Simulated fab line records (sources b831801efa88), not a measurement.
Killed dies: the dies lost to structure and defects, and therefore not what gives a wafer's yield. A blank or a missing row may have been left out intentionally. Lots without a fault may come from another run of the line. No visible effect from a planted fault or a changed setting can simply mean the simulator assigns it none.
Struck lot and sound lot, side by side / flow sky130 / 15 steps out of a route of 708
Sound: these wafers, L904.2, L904.4, L904.5. Wafers struck: L912.2, L912.3, L912.6. At the end, the cause is stated.
Order at every step that has rows: each side's tool, ch and its chambers, its first start. Under that, the readings that differ: sound wafers / struck wafers / difference of the means / sigmas: that difference in standard deviations of wafers without a fault.
alike: readings with means less than 2 such deviations apart, plus words and numbers identical on both sides. not compared: withheld readings, readings lacking a value on some wafer, bounds such as >300 that could conceal the same value, and numbers that have no deviation in the record and whose values overlap.
Wherever a step has rows on one side only, a row that says differs or no value, or a row with sigmas, the two part there. Numbers that don't overlap but have no deviation are shown without sigmas and don't part them. A reading missing from all wafers of one side parts the sides only when that side holds two or more wafers.

SKY_NWELL_RS_MEAS_29: a four-point-probe measurement.
  sound: film-metro-03 at day 6 12:16; struck: film-metro-03 at day 8 15:40
  alike: NWELL_RS
SKY_NWELL_RS_MEAS_31: a four-point-probe measurement.
  sound: film-metro-03 at day 6 12:31; struck: film-metro-03 at day 8 15:55
  alike: PWDE_RS
then, 7 steps without rows for these wafers: SKY_VT_ADJUST_HVTP_DEHYDRATE_00 (time 60 s); SKY_VT_ADJUST_HVTP_HMDS_01 (prime time 60 s); SKY_VT_ADJUST_HVTP_COAT_02 (resist thk 1140 nm); SKY_VT_ADJUST_HVTP_SOFTBAKE_03 (time 60 s); SKY_VT_ADJUST_HVTP_EXPOSE_04 (exposes mask HVTPM, target cd 380 nm); SKY_VT_ADJUST_HVTP_PEB_05; SKY_VT_ADJUST_HVTP_DEVELOP_06 (develop time 60 s).
SKY_VT_ADJUST_HVTP_CD_MEAS_07: target cd 380 nm.
  sound: cd-sem-01 at day 7 08:16; struck: cd-sem-01 at day 9 12:53
  alike: cd-nm
SKY_VT_ADJUST_HVTP_OVL_MEAS_08:
  sound: overlay-01 at day 7 08:22; struck: overlay-01 at day 9 12:59
  alike: VT_ADJUST_HVTP_OVL
SKY_VT_ADJUST_HVTP_IMPLANT_09:
  sound on implanter-04 ch 0, day 7 08:26; struck on implanter-04 ch 0, day 9 13:02
reading=dose-ions-cm2; sound=4.3e+12 4.288e+12 4.3e+12; struck=2.892e+12 2.898e+12 2.902e+12; difference=-1.399e+12; sigmas=-99 or more
reading=faraday-current-uA; sound=23.8 24.2 24.0; struck=16.5 16.4 16.4; difference=-7.6; sigmas=-15
SKY_VT_ADJUST_HVTP_STRIP_10: strips in O2/N2.
  sound on plasma-asher-02 ch 1, day 7 08:33; struck on plasma-asher-02 ch 0,1, day 9 13:10
  alike: drypump-motor-current-A, oes-product-au, strip-time-to-endpoint-s
  not compared: rf-hours-counter-h
SKY_VT_ADJUST_HVTP_TW_MEAS_11:
  sound: film-metro-01 at day 7 08:40; struck: film-metro-04 at day 9 13:31
reading=VT_ADJUST_HVTP_TW; sound=1341 1352 1348; struck=1196 1197 1196; difference=-151; sigmas=-8
  not compared: hold
-- the record jumps here: 39 days lie between the struck wafers' starts before and after (it left off in module VT_ADJUST_HVTP and takes up again in module PAD_OPEN, whose first step shown is number 708 of the route) --
SKY_PAD_OPEN_PROBE_99:
  sound: prober-01 at day 46 21:26; struck: prober-01 at day 48 22:04
reading=hold; sound=- - -; struck=await-dispo/1.4h/release await-dispo/1.4h/release await-dispo/1.4h/release; difference=no value on the sound wafers; sigmas=
reading=model.etest.tip-p.rs-ohm-sq; sound=6844 6842 6860; struck=6044 6063 6080; difference=-786; sigmas=
reading=model.etest.pfet_01v8.r-on-ohm-um; sound=2797 2775 2815; struck=2590 2608 2623; difference=-189; sigmas=
reading=model.etest.pfet_01v8.drive-ua-um; sound=203.1 203.9 201.1; struck=237.7 237 235.3; difference=+34.0; sigmas=
reading=model.etest.pfet_01v8_mvt.drive-ua-um; sound=156.9 156.8 157.3; struck=195.2 192.5 192.4; difference=+36.4; sigmas=
reading=model.etest.pfet_01v8_hvt.drive-ua-um; sound=150.5 152.8 151; struck=173.1 170.8 168.7; difference=+19.4; sigmas=
reading=model.etest.sram-pfet-latch.drive-ua-um; sound=150.5 153.2 152.9; struck=171.2 168.6 172.1; difference=+18.4; sigmas=
reading=model.etest.pfet_01v8_mvt.off-log10-a-um; sound=-10.42 -10.35 -10.19; struck=-6.53 -6.624 -6.564; difference=+3.75; sigmas=
reading=model.etest.ring_1v8.delay-ps; sound=20.33 20.45 20.72; struck=19.13 18.86 19.06; difference=-1.48; sigmas=
  alike: killed_at_M0_to_M3, killed_at_M4_up, killed-at-contacts, killed-at-front-end, killed-at-other, killed-dies, killed-open, killed-short

WHERE THEY PART
First at SKY_VT_ADJUST_HVTP_IMPLANT_09; last, within this record, at SKY_PAD_OPEN_PROBE_99.

WHY: whatever the simulator had introduced
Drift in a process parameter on implanter-04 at SKY_VT_ADJUST_HVTP_IMPLANT_09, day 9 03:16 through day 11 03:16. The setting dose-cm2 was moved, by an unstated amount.
